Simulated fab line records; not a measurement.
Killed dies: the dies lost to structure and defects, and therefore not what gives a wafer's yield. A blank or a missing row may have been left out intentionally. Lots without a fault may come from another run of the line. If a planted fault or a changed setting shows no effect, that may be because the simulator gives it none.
The tool behind it: which one?	flow sky130	Sampling: 24 lots, 72 wafers, 2 of 708 route steps

## WHAT THE GAUGES SHOWED, per wafer
SKY_METAL1_OVL_MEAS_16. Usual: METAL1_OVL typically reads -2 nm, with standard deviation 5.8.
lot	measured	on	METAL1_OVL (nm)	flag
L074	day 32 22:25	overlay-02	-5 1 2	
L075	day 33 03:07	overlay-01	8 3 0	
L076	day 33 14:20	overlay-02	0 5 -6	
L077	day 34 15:22	overlay-02	-10 -4 -6	
L078	day 34 22:59	overlay-02	-10 -4 -13	
L079	day 35 07:49	overlay-02	-9 -3 -9	
L081	day 35 15:34	overlay-01	3 -4 1	
L080	day 35 17:21	overlay-02	-6 -6 -7	
L082	day 36 09:17	overlay-02	-1 1 -6	
L084	day 36 12:23	overlay-01	-4 3 -7	
L083	day 36 15:31	overlay-01	9 7 0	
L085	day 36 18:55	overlay-01	-13 -14 -11	
L086	day 37 00:31	overlay-01	-6 -6 1	
L087	day 37 20:58	overlay-02	-4 0 1	
L088	day 37 22:49	overlay-01	-3 -7 -14	
L089	day 38 03:37	overlay-01	-5 -2 -1	
L090	day 38 08:40	overlay-01	-9 -10 -2	
L091	day 38 09:49	overlay-01	1 10 -5	
L092	day 38 13:28	overlay-01	8 13 0	
L093	day 39 01:58	overlay-01	-3 -2 3	
L094	day 39 08:04	overlay-02	-7 -3 1	
L095	day 39 20:59	overlay-02	-7 -3 7	
L096	day 39 21:49	overlay-02	-5 1 -1	
L097	day 39 23:25	overlay-01	7 4 1	

## WHAT TOOL EACH LOT RAN ON (gives the tool, then ch and the chambers of the sampled wafers, and finally the start)
lot	SKY_CONTACT_CVD_24
L074	cvd_w-02 ch 0,1, day 31 18:07
L075	cvd_w-01 ch 0,1, day 31 22:10
L076	cvd_w-01 ch 0,1, day 32 11:14
L077	cvd_w-02 ch 1, day 33 11:49
L078	cvd_w-01 ch 0,1, day 33 19:54
L079	cvd_w-01 ch 0,1, day 34 04:34
L081	cvd_w-01 ch 0,1, day 34 13:32
L080	cvd_w-01 ch 0,1, day 34 14:32
L082	cvd_w-01 ch 0,1, day 35 05:38
L084	cvd_w-02 ch 0,1, day 35 09:01
L083	cvd_w-02 ch 0,1, day 35 12:12
L085	cvd_w-01 ch 0,1, day 35 16:04
L086	cvd_w-02 ch 0,1, day 35 21:58
L087	cvd_w-02 ch 0, day 36 18:13
L088	cvd_w-02 ch 0,1, day 36 19:45
L089	cvd_w-01 ch 0,1, day 37 00:52
L090	cvd_w-01 ch 0, day 37 05:42
L091	cvd_w-02 ch 0,1, day 37 06:57
L092	cvd_w-02 ch 0,1, day 37 10:58
L093	cvd_w-01 ch 0,1, day 37 23:37
L094	cvd_w-02 ch 0,1, day 38 05:59
L095	cvd_w-02 ch 0, day 38 19:25
L096	cvd_w-02 ch 0,1, day 38 19:41
L097	cvd_w-02 ch 0,1, day 38 21:41
- SKY_CONTACT_CVD_24: deposits W, target thk 340 nm, time 102.12 s.

## AS READ BY THE TOOLS THEMSELVES (means over the sampled wafers that have a number; for cases with no such wafer, the mark the record gives instead)
SKY_CONTACT_CVD_24. Usual: chamber_pressure_Torr 40.02 Torr, standard deviation 0.077; heater_power_w 904 W, standard deviation 36.
lot	tool	chamber_pressure_Torr (Torr)	heater_power_w (W)	flag
L074	cvd_w-02	40.00	876	
L075	cvd_w-01	40.00	917	
L076	cvd_w-01	40.05	927	
L077	cvd_w-02	39.99	906	
L078	cvd_w-01	40.03	912	
L079	cvd_w-01	40.04	898	
L081	cvd_w-01	39.96	942	
L080	cvd_w-01	40.04	926	
L082	cvd_w-01	40.06	936	
L084	cvd_w-02	39.92	882	
L083	cvd_w-02	40.02	896	
L085	cvd_w-01	40.05	903	
L086	cvd_w-02	39.99	902	
L087	cvd_w-02	40.04	871	
L088	cvd_w-02	39.98	904	
L089	cvd_w-01	40.02	909	
L090	cvd_w-01	39.94	958	
L091	cvd_w-02	40.05	894	
L092	cvd_w-02	40.03	906	
L093	cvd_w-01	40.07	940	
L094	cvd_w-02	40.00	911	
L095	cvd_w-02	39.93	869	
L096	cvd_w-02	39.94	894	
L097	cvd_w-02	40.10	896	

## THE ANSWER, worked out from the rows above alone
Rule: take the mean of a lot's wafers that have a number; if it is more than 3 standard deviations from the usual mean, the lot is off. Also off: a lot with no number at a reading for which 4 or more lots have one. Where the step has rows for the other lots, those lots are counted as sound. After the gauges, taken in route order, come the tools' own readings; for these a lot's mean is taken, as printed above. The first step at which some lot is off is used, and at that step the reading that is off furthest; a lot without a number counts as furthest.
Across all readings shown, no lot is off: no conclusion can be drawn from this.

## WHAT THE SIMULATOR HAD INSERTED
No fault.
